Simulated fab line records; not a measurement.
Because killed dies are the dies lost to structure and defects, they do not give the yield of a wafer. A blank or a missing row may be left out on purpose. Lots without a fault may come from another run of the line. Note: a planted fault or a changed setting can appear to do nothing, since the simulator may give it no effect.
8D (eight disciplines) problem report, filled in by code :: flow gf180mcu :: the parts of the form that need people (team, actions taken, sign-off) are left out

## 1. THE ISSUE
Across 3 wafers from 2 lots, V3_CVD_02_THK at GF_V3_THK_MEAS_03 averages 735 nm, while fault-free wafers read 852 nm with a standard deviation of 11. Relative to the usual mean, that is a shift of -11 standard deviations.
Seen first at day 26 01:27 on film-metro-02, wafer L455.1. The record has a number at this step for 33 wafers belonging to 11 lots. The rule behind "out" and "out of limits": a value lying over 4 standard deviations away from the usual mean. The rest of the wafers with a number are treated as sound.

## 2. WHAT IT IS, WHAT IT ISN'T
question: which readings at this step
is: V3_CVD_02_THK
is not: -

question: which lots
is: L455, L456
is not: L441, L443, L445, L446, L449, L450, L451, L453, L464

question: which wafers of those lots
is: L455.1, L455.4, L456.2
is not: L455.6, L456.3, L456.6

question: read on which gauges
is: film-metro-02, film-metro-03
is not: film-metro-04

question: when
is: from day 26 01:27
is not: up to then (25 sound wafers); but 5 sound wafers of L456, L464 came after

## 3. THE SUSPECTS, EACH WITH WHAT RULES IT OUT
Counting: a tool at a process step up to the reading stays a suspect if it ran every lot that is out. Sound lots after the first of them don't rule it out here, since some wafers of a struck lot are sound.
- the gauge at GF_V3_THK_MEAS_03 is ruled out. 2 gauges (film-metro-02, film-metro-03) read the wafers that are out.
- pvd-sputter-03 at GF_V2_SPUTTER_22 (material TiN, target thk 10 nm, time 40 s): kept. It ran every lot that is out, first L455 (day 25 02:05); its last sound lot up to then is L453 (day 24 18:17).
- pecvd-02 at GF_V3_CVD_02 (deposits SiO2 from TEOS, target thk 850 nm, time 94.851 s): kept. It ran every lot that is out, first L455 (day 26 01:23); its last sound lot up to then is L453 (day 25 17:28). Its own run-length-s readings are out on those wafers.
What counting leaves: pvd-sputter-03 at GF_V2_SPUTTER_22 and pecvd-02 at GF_V3_CVD_02.

## 4. THE CAUSE (what the simulator had put in)
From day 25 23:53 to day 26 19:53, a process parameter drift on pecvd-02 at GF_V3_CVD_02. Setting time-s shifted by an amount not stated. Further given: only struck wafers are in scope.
Counting left 2 suspects, and this tool is among them.

## 5. SEQUENCE OF EFFECTS, ordered by route
Each row: a reading where the mean over the struck wafers with a number is more than 3 standard deviations away from the usual. Only readings for which the record gives a usual standard deviation are gone through. hours: the time from each lot's start at the first step in this table that gives one to its start at this step, as a median over the lots. sigmas: the change in usual standard deviations.
hours: 0
step: GF_V3_CVD_02
reading: run-length-s
usual: 123.0 s
on struck wafers: 111.5
change: -11.5
sigmas: -23

hours: 0
step: GF_V3_THK_MEAS_03
reading: V3_CVD_02_THK
usual: 852 nm
on struck wafers: 735
change: -117
sigmas: -11

hours: 0
step: GF_V3_CMP_04
reading: time-to-endpoint-s
usual: 82 s
on struck wafers: 39
change: -43
sigmas: -7.7
It contains these process steps:
- GF_V3_CVD_02: deposits SiO2 from TEOS, target thk 850 nm, time 94.851 s.
- GF_V3_CMP_04: polishes SiO2.
Readings that are blank on the struck wafers while sound wafers have them: susceptor-temp-C at GF_V3_CVD_02.
At these later measuring or inspecting steps, every struck wafer for which the step has a row has a number for every such reading, and none has moved that far: GF_V3_BOW_MEAS_05.

## 6. WHAT WOULD HAVE CAUGHT IT SOONER
2 hours passed between the start of the fault at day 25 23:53 and the first reading out of limits at a measuring or inspecting step in this record, taken at day 26 01:27.
The tool's own readings at GF_V3_CVD_02 were out on every struck wafer that the step has a row for (run-length-s): an alarm limit on them would have fired on the first of those.
Of the lots that are out (2), L456 began GF_V3_CVD_02 on pecvd-02 after day 26 01:27. Putting the tool on hold at that point would have spared it.
